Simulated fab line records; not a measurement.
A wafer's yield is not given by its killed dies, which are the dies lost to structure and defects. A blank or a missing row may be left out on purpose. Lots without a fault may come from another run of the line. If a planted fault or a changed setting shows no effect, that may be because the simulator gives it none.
What tool caused it? :: flow sky130 :: 39 wafers from 13 lots sampled at 6 of the route's 708 steps

== WHAT THE GAUGES READ, wafer by wafer ==
SKY_FIELD_ISO_THK_MEAS_04.
lot: L820
measured: day 1 15:14
on: film_metro-01
FIELD_ISO_CVD_03_THK (nm): 164.8 164.3 165.6

lot: L821
measured: day 1 19:26
on: film_metro-01
FIELD_ISO_CVD_03_THK (nm): 164.3 165.8 165.7

lot: L822
measured: day 2 00:50
on: film_metro-01
FIELD_ISO_CVD_03_THK (nm): 166.1 163.9 164.6

lot: L824
measured: day 2 09:49
on: film_metro-02
FIELD_ISO_CVD_03_THK (nm): 162.6 161.3 163.6

lot: L828
measured: day 3 05:30
on: film_metro-01
FIELD_ISO_CVD_03_THK (nm): 165.4 165.3 165.7

lot: L833
measured: day 4 08:07
on: film_metro-02
FIELD_ISO_CVD_03_THK (nm): 167.6 167.6 166.9

lot: L835
measured: day 4 16:53
on: film_metro-03
FIELD_ISO_CVD_03_THK (nm): 165.2 165.2 167.5

lot: L836
measured: day 4 22:59
on: film_metro-03
FIELD_ISO_CVD_03_THK (nm): 166.2 167.4 167.0

lot: L837
measured: day 5 05:06
on: film_metro-02
FIELD_ISO_CVD_03_THK (nm): 164.9 163.2 164.0

lot: L839
measured: day 5 12:48
on: film_metro-01
FIELD_ISO_CVD_03_THK (nm): 163.8 162.9 162.9

lot: L840
measured: day 5 20:07
on: film_metro-02
FIELD_ISO_CVD_03_THK (nm): 164.5 165.9 165.9

lot: L841
measured: day 5 22:39
on: film_metro-03
FIELD_ISO_CVD_03_THK (nm): 164.5 163.3 163.0

lot: L842
measured: day 6 09:25
on: film_metro-03
FIELD_ISO_CVD_03_THK (nm): 164.3 163.1 164.4

SKY_FIELD_ISO_CD_MEAS_13: target cd 150 nm.
lot: L820
measured: day 2 04:55
on: cd_sem-02
cd_nm (nm): 152.1 151.7 150.4

lot: L821
measured: day 2 09:40
on: cd_sem-01
cd_nm (nm): 149.9 149.7 149.1

lot: L822
measured: day 2 15:51
on: cd_sem-01
cd_nm (nm): 151.7 150.5 151.0

lot: L824
measured: day 3 00:52
on: cd_sem-02
cd_nm (nm): 147.5 150.5 149.4

lot: L828
measured: day 3 21:17
on: cd_sem-02
cd_nm (nm): 148.9 150.4 149.1

lot: L833
measured: day 5 01:52
on: cd_sem-01
cd_nm (nm): 153.7 152.2 152.7

lot: L835
measured: day 5 09:46
on: cd_sem-02
cd_nm (nm): 151.6 149.9 152.6

lot: L836
measured: day 5 15:30
on: cd_sem-01
cd_nm (nm): 152.4 154.2 151.6

lot: L837
measured: day 5 23:16
on: cd_sem-02
cd_nm (nm): 149.0 151.1 148.8

lot: L839
measured: day 6 07:09
on: cd_sem-02
cd_nm (nm): 148.3 148.6 147.5

lot: L840
measured: day 6 14:17
on: cd_sem-02
cd_nm (nm): 150.5 150.3 149.9

lot: L841
measured: day 6 16:52
on: cd_sem-01
cd_nm (nm): 151.2 150.4 150.9

lot: L842
measured: day 7 03:11
on: cd_sem-01
cd_nm (nm): 152.1 151.0 150.8

SKY_VT_ADJUST_LVTN_OVL_MEAS_18.
lot: L820
measured: day 7 12:03
on: overlay-01
VT_ADJUST_LVTN_01_OVL (nm): -1.4 1.7 1.3

lot: L821
measured: day 7 17:45
on: overlay-02
VT_ADJUST_LVTN_01_OVL (nm): -0.3 0.1 0.9

lot: L822
measured: day 8 07:24
on: overlay-02
VT_ADJUST_LVTN_01_OVL (nm): -1.0 -0.6 0.0

lot: L824
measured: day 8 15:10
on: overlay-02
VT_ADJUST_LVTN_01_OVL (nm): - - -

lot: L828
measured: day 9 19:49
on: overlay-01
VT_ADJUST_LVTN_01_OVL (nm): 0.7 -1.7 0.4

lot: L833
measured: day 11 11:46
on: overlay-02
VT_ADJUST_LVTN_01_OVL (nm): 4.3 0.1 0.4

lot: L835
measured: day 11 21:55
on: overlay-02
VT_ADJUST_LVTN_01_OVL (nm): -1.1 0.2 -0.3

lot: L836
measured: day 12 07:22
on: overlay-02
VT_ADJUST_LVTN_01_OVL (nm): -1.0 -2.2 -1.7

lot: L837
measured: day 13 05:03
on: overlay-01
VT_ADJUST_LVTN_01_OVL (nm): 0.5 0.7 1.1

lot: L839
measured: day 13 09:12
on: overlay-02
VT_ADJUST_LVTN_01_OVL (nm): -1.1 -0.8 -0.4

lot: L840
measured: day 13 15:31
on: overlay-01
VT_ADJUST_LVTN_01_OVL (nm): -1.3 -2.0 -2.9

lot: L841
measured: day 13 15:13
on: overlay-02
VT_ADJUST_LVTN_01_OVL (nm): 0.4 -2.1 -1.0

lot: L842
measured: day 14 02:19
on: overlay-01
VT_ADJUST_LVTN_01_OVL (nm): 0.2 1.1 -0.7

SKY_VT_ADJUST_LVTN_TW_MEAS_21.
lot: L820
measured: day 7 12:20
on: film_metro-02
VT_ADJUST_LVTN_2_TW: 187.9 187.9 187.3

lot: L821
measured: day 7 18:02
on: film_metro-03
VT_ADJUST_LVTN_2_TW: 189.8 189.5 189.5

lot: L822
measured: day 8 07:41
on: film_metro-03
VT_ADJUST_LVTN_2_TW: 190.9 192.0 191.5

lot: L824
measured: day 8 15:37
on: film_metro-04
VT_ADJUST_LVTN_2_TW: 30.2 30.1 30.2

lot: L828
measured: day 9 20:07
on: film_metro-03
VT_ADJUST_LVTN_2_TW: 190.7 190.4 191.1

lot: L833
measured: day 11 12:03
on: film_metro-03
VT_ADJUST_LVTN_2_TW: 189.6 190.1 189.6

lot: L835
measured: day 11 22:12
on: film_metro-04
VT_ADJUST_LVTN_2_TW: 190.3 188.9 189.5

lot: L836
measured: day 12 07:40
on: film_metro-02
VT_ADJUST_LVTN_2_TW: 187.6 187.1 187.0

lot: L837
measured: day 13 05:20
on: film_metro-02
VT_ADJUST_LVTN_2_TW: 187.8 188.1 187.6

lot: L839
measured: day 13 09:29
on: film_metro-02
VT_ADJUST_LVTN_2_TW: 187.2 188.4 187.2

lot: L840
measured: day 13 15:48
on: film_metro-03
VT_ADJUST_LVTN_2_TW: 190.5 189.9 190.4

lot: L841
measured: day 13 15:30
on: film_metro-03
VT_ADJUST_LVTN_2_TW: 189.6 190.7 190.3

lot: L842
measured: day 14 02:36
on: film_metro-04
VT_ADJUST_LVTN_2_TW: 188.2 188.9 188.4

== TOOL THAT RAN EACH LOT (tool first, then ch and the chambers of the sampled wafers, then the start) ==
lot: L820
SKY_FIELD_ISO_ETCH_15: rie_diel-04 ch 1,2, day 2 05:05
SKY_VT_ADJUST_LVTN_EXPOSE_15: iline_stepper-02 ch 0, day 7 01:58

lot: L821
SKY_FIELD_ISO_ETCH_15: rie_diel-02 ch 0,1,2, day 2 09:49
SKY_VT_ADJUST_LVTN_EXPOSE_15: iline_stepper-01 ch 0, day 7 08:14

lot: L822
SKY_FIELD_ISO_ETCH_15: rie_diel-02 ch 0,1,3, day 2 16:01
SKY_VT_ADJUST_LVTN_EXPOSE_15: iline_stepper-01 ch 0, day 7 21:30

lot: L824
SKY_FIELD_ISO_ETCH_15: rie_diel-04 ch 0,1,3, day 3 00:59
SKY_VT_ADJUST_LVTN_EXPOSE_15: iline_stepper-02 ch 0, day 8 05:31

lot: L828
SKY_FIELD_ISO_ETCH_15: rie_diel-04 ch 0,1,3, day 3 21:25
SKY_VT_ADJUST_LVTN_EXPOSE_15: iline_stepper-02 ch 0, day 9 09:08

lot: L833
SKY_FIELD_ISO_ETCH_15: rie_diel-02 ch 2,3, day 5 02:01
SKY_VT_ADJUST_LVTN_EXPOSE_15: iline_stepper-01 ch 0, day 11 00:34

lot: L835
SKY_FIELD_ISO_ETCH_15: rie_diel-03 ch 0,2, day 5 09:56
SKY_VT_ADJUST_LVTN_EXPOSE_15: iline_stepper-02 ch 0, day 11 10:57

lot: L836
SKY_FIELD_ISO_ETCH_15: rie_diel-02 ch 0,2,3, day 5 15:38
SKY_VT_ADJUST_LVTN_EXPOSE_15: iline_stepper-01 ch 0, day 11 19:43

lot: L837
SKY_FIELD_ISO_ETCH_15: rie_diel-03 ch 0,1,2, day 5 23:26
SKY_VT_ADJUST_LVTN_EXPOSE_15: iline_stepper-01 ch 0, day 12 16:39

lot: L839
SKY_FIELD_ISO_ETCH_15: rie_diel-02 ch 0,1,3, day 6 07:19
SKY_VT_ADJUST_LVTN_EXPOSE_15: iline_stepper-01 ch 0, day 12 20:27

lot: L840
SKY_FIELD_ISO_ETCH_15: rie_diel-04 ch 1,2,3, day 6 14:26
SKY_VT_ADJUST_LVTN_EXPOSE_15: iline_stepper-02 ch 0, day 13 03:03

lot: L841
SKY_FIELD_ISO_ETCH_15: rie_diel-03 ch 0,3, day 6 17:01
SKY_VT_ADJUST_LVTN_EXPOSE_15: iline_stepper-01 ch 0, day 13 02:47

lot: L842
SKY_FIELD_ISO_ETCH_15: rie_diel-03 ch 0,1,2, day 7 03:20
SKY_VT_ADJUST_LVTN_EXPOSE_15: iline_stepper-01 ch 0, day 13 14:06
- SKY_FIELD_ISO_ETCH_15: etches the open film in CHF3/O2, stops on Si, target depth 180 nm, time 72 s.
- SKY_VT_ADJUST_LVTN_EXPOSE_15: exposes mask HVN STD DERIVED, target cd 600 nm.

== WHAT THE TOOLS THEMSELVES READ (means of the sampled wafers that have a number; where no wafer has one, the mark that the record gives instead) ==
SKY_FIELD_ISO_ETCH_15.
lot: L820
tool: rie_diel-04
drypump_motor_current_A (A): 6.0
oes_product_au (a.u.): 0.947
throttle_valve_pct (%): 8.841

lot: L821
tool: rie_diel-02
drypump_motor_current_A (A): 5.5
oes_product_au (a.u.): 0.944
throttle_valve_pct (%): 8.841

lot: L822
tool: rie_diel-02
drypump_motor_current_A (A): 5.5
oes_product_au (a.u.): 0.942
throttle_valve_pct (%): 8.847

lot: L824
tool: rie_diel-04
drypump_motor_current_A (A): 5.7
oes_product_au (a.u.): 0.933
throttle_valve_pct (%): 8.847

lot: L828
tool: rie_diel-04
drypump_motor_current_A (A): 5.7
oes_product_au (a.u.): 0.943
throttle_valve_pct (%): 8.847

lot: L833
tool: rie_diel-02
drypump_motor_current_A (A): 5.8
oes_product_au (a.u.): 0.955
throttle_valve_pct (%): 8.846

lot: L835
tool: rie_diel-03
drypump_motor_current_A (A): 6.2
oes_product_au (a.u.): 0.948
throttle_valve_pct (%): 8.834

lot: L836
tool: rie_diel-02
drypump_motor_current_A (A): 5.5
oes_product_au (a.u.): 0.952
throttle_valve_pct (%): 8.847

lot: L837
tool: rie_diel-03
drypump_motor_current_A (A): 5.9
oes_product_au (a.u.): 0.938
throttle_valve_pct (%): 8.852

lot: L839
tool: rie_diel-02
drypump_motor_current_A (A): 5.6
oes_product_au (a.u.): 0.942
throttle_valve_pct (%): 8.833

lot: L840
tool: rie_diel-04
drypump_motor_current_A (A): 6.0
oes_product_au (a.u.): 0.946
throttle_valve_pct (%): 8.839

lot: L841
tool: rie_diel-03
drypump_motor_current_A (A): 5.5
oes_product_au (a.u.): 0.943
throttle_valve_pct (%): 8.846

lot: L842
tool: rie_diel-03
drypump_motor_current_A (A): 5.9
oes_product_au (a.u.): 0.943
throttle_valve_pct (%): 8.842

== THE ANSWER, worked out from the rows above alone ==
Rule: usual is defined by the lots themselves. The widest of any qualifying gaps counts: lots, ordered by their means at a reading, are off when they make up no more than a third of the lots, leave a main group of 4 or more, and stand apart from it by 3 or more times the standard deviation of that group's means. A main group is skipped when, at the precision printed for the reading in the tables above, its means are all equal. Also off: a lot with no number at a reading for which 4 or more lots have one. Where the step has rows for the other lots, those lots are counted as sound. First the gauges in route order, then the tools' own readings, where a lot's mean is used as printed above. At the first step where some lot is off, the reading lying furthest off is the one used; lots without a number count as furthest.
Off: L824, at SKY_VT_ADJUST_LVTN_OVL_MEAS_18 (VT_ADJUST_LVTN_01_OVL). Without a number there: L824. For the main group the mean is -0.3 nm and the standard deviation 0.98.
A tool fits if, at a process step before that reading, it ran every lot that is off, and no sound lot after the first of them. Not tried: the gauges at SKY_VT_ADJUST_LVTN_OVL_MEAS_18; whatever is off there is also off at SKY_VT_ADJUST_LVTN_TW_MEAS_21, on other tools, and gauge error can't account for it. None of those tried fits.

== WHAT THE SIMULATOR PUT IN ==
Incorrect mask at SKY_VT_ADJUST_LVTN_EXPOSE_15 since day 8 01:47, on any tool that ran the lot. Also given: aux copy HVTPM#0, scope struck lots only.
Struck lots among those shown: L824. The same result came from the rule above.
